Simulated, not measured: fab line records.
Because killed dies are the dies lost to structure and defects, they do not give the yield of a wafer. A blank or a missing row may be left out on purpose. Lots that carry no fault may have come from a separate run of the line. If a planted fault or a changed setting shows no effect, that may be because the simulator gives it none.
One fault seen from 2 desks | flow sfq-line | only its own numbers are on each desk; what lay behind them is given at the end

## THE METROLOGY DESK
What the gauges read, lot by lot, whatever tool the lot ran on: means of the sampled wafers that have a number. A lot is out of limits, marked OUT, if its mean lies more than 4 standard deviations from the usual mean; the brackets give that distance.
Columns: A = M0_NB_RS at SFQ_M0_RS_MEAS_904, usual 0.892 ohm/sq
lot  | first seen here | A
L821 | day 7 17:29     | 0.910
L822 | day 7 19:22     | 0.885
L824 | day 8 09:35     | 0.886
L825 | day 8 23:30     | 0.905
L826 | day 9 08:19     | 0.898
L829 | day 9 20:30     | 0.900
L834 | day 10 22:52    | 0.966 (+7.4) OUT
L836 | day 11 18:04    | 0.889
L837 | day 12 02:28    | 0.895
L839 | day 12 15:25    | 0.879
L840 | day 12 20:06    | 0.890
L842 | day 13 12:55    | 0.897
L844 | day 14 03:19    | 0.877
This desk reports L834 out of limits; the earliest was L834 at day 10 22:52 (M0_NB_RS at SFQ_M0_RS_MEAS_904). In limits: L821, L822, L824, L825, L826, L829, L836, L837, L839, L840, L842, L844.

## THE TOOL OWNER'S DESK: pvd-sputter-04
The tool's own readings at SFQ_TRILAYER_M0_DEP_SPUTTER_019 (material Nb, target thk 200 nm, time 133.3 s): means of the sampled wafers that have a number, for each lot that ran on this tool. A lot is out of limits, marked OUT, if its mean lies more than 4 standard deviations from the usual mean; the brackets give that distance.
Columns: A = cathode-dc-power-W at SFQ_TRILAYER_M0_DEP_SPUTTER_019, usual 2000.0 W; B = throttle-valve-pct at SFQ_TRILAYER_M0_DEP_SPUTTER_019, usual 29.7 %
lot  | first seen here | A      | B
L824 | day 8 09:28     | 2000.2 | 30.2
L829 | day 9 20:25     | 2000.1 | 30.7
L834 | day 10 22:44    | 1999.8 | 30.2
Result from this desk: across the 3 lots, nothing is out of limits.

## ALL TOGETHER
Metrology desk: alarm possible at day 10 22:52 on L834.
Nothing out of limits was seen by the tool owner's desk.
Tool owner's desk: L834 on record, inside its limits.
On pvd-sputter-04, each named lot ran SFQ_TRILAYER_M0_DEP_SPUTTER_019.

## WHAT WAS PUT IN BY THE SIMULATOR
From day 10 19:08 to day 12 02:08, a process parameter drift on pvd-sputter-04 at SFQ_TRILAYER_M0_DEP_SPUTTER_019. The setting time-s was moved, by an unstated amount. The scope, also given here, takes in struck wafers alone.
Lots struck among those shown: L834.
Delay in hours, fault start to first out-of-limits reading, per desk: metrology desk 4.
